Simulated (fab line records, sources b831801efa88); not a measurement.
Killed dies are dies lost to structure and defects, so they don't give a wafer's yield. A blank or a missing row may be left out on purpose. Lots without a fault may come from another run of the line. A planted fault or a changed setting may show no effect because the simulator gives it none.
Problem report in the 8D (eight disciplines) form, filled by code | flow sky130 | the parts of the form that need people (team, actions taken, sign-off) are left out

1. THE PROBLEM
oes_product_au at SKY_CAP2M_METAL_ETCH_13 reads a mean of 0.825 a.u. on 6 wafers of 2 lots; wafers without a fault read 0.944 a.u. with a standard deviation of 0.0077. That is -15 standard deviations from the usual mean.
The step: etches TiN in Cl2/BCl3, stops on SiO2, target depth 220 nm, time 62.9 s.
First seen on wafer L253.1, day 46 09:22, on rie_metal-02. The record holds 30 wafers of 10 lots with a number at this step. Rule for "out", or "out of limits": more than 4 standard deviations from the usual mean. The other wafers with a number count as sound.

2. WHAT IT IS AND WHAT IT IS NOT
question                    | is                                 | is not
which readings at this step | oes_product_au, throttle_valve_pct | drypump_motor_current_A
which lots                  | L253, L254                         | L234, L237, L240, L242, L245, L246, L247, L257
which wafers of those lots  | all that have a number             | -
read on which tools         | rie_metal-02                       | rie_metal-01, rie_metal-04
when                        | from day 46 09:22                  | up to then (21 sound wafers); but 3 sound wafers of L257 came after

3. SUSPECTS, AND WHAT RULES EACH OUT
Counting: a tool at a process step up to the reading stays a suspect if it ran every lot that is out and no sound lot after the first of them.
- rie_metal-02 at SKY_CAP2M_METAL_ETCH_13 (etches TiN in Cl2/BCl3, stops on SiO2, target depth 220 nm, time 62.9 s): kept. It ran every lot that is out, first L253 (day 46 09:22), and no sound lot after that; its last sound lot up to then is L247 (day 44 17:28). Its own readings are out on those wafers: oes_product_au, throttle_valve_pct.
Left after counting: rie_metal-02 at SKY_CAP2M_METAL_ETCH_13.

4. THE CAUSE (what the simulator had put in)
Process parameter drift: rie_metal-02, from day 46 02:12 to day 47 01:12, at SKY_CAP2M_METAL_ETCH_13. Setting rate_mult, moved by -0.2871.
Counting left only this tool.

5. THE CHAIN OF EFFECTS, in route order
Each row: a reading whose mean over the struck wafers that have a number lies more than 3 standard deviations from the usual. Only readings for which the record gives a usual standard deviation are gone through. hours: the time from each lot's start at the first step in this table that gives one to its start at this step, as a median over the lots. sigmas: the change in usual standard deviations.
hours | step                    | reading                  | usual      | on struck wafers | change | sigmas
0     | SKY_CAP2M_METAL_ETCH_13 | oes_product_au           | 0.944 a.u. | 0.825            | -0.119 | -15
0     | SKY_CAP2M_METAL_ETCH_13 | throttle_valve_pct       | 21.901 %   | 21.975           | +0.074 | +6.7
0     | SKY_CAP2M_STRIP_14      | strip_time_to_endpoint_s | 12.66 s    | 13.05            | +0.39  | +7.4
100   | SKY_PAD_OPEN_PROBE_99   | defect_limited_yield     | 82.2 %     | 0.0              | -82.2  | -43
100   | SKY_PAD_OPEN_PROBE_99   | killed_at_other          | 0.4        | 414.3            | +413.9 | +99 or more
100   | SKY_PAD_OPEN_PROBE_99   | killed_dies              | 87         | 492              | +405   | +43
100   | SKY_PAD_OPEN_PROBE_99   | killed_on_rim            | 17         | 96               | +79    | +20
100   | SKY_PAD_OPEN_PROBE_99   | sort_bin_3_pad_short     | 0.9 %      | 84.9             | +84.0  | +99 or more
100   | SKY_PAD_OPEN_PROBE_99   | sort_n_pass              | 405        | 0                | -405   | -43
100   | SKY_PAD_OPEN_PROBE_99   | sort_yield_pct           | 82.2 %     | 0.0              | -82.2  | -43
The process steps in it:
- SKY_CAP2M_METAL_ETCH_13: etches TiN in Cl2/BCl3, stops on SiO2, target depth 220 nm, time 62.9 s.
- SKY_CAP2M_STRIP_14: strips in O2/N2.
- SKY_PAD_OPEN_PROBE_99

6. WHAT WOULD HAVE CAUGHT IT SOONER
In this record the first reading out of limits was taken at day 46 09:22, 7 hours after the fault began at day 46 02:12.
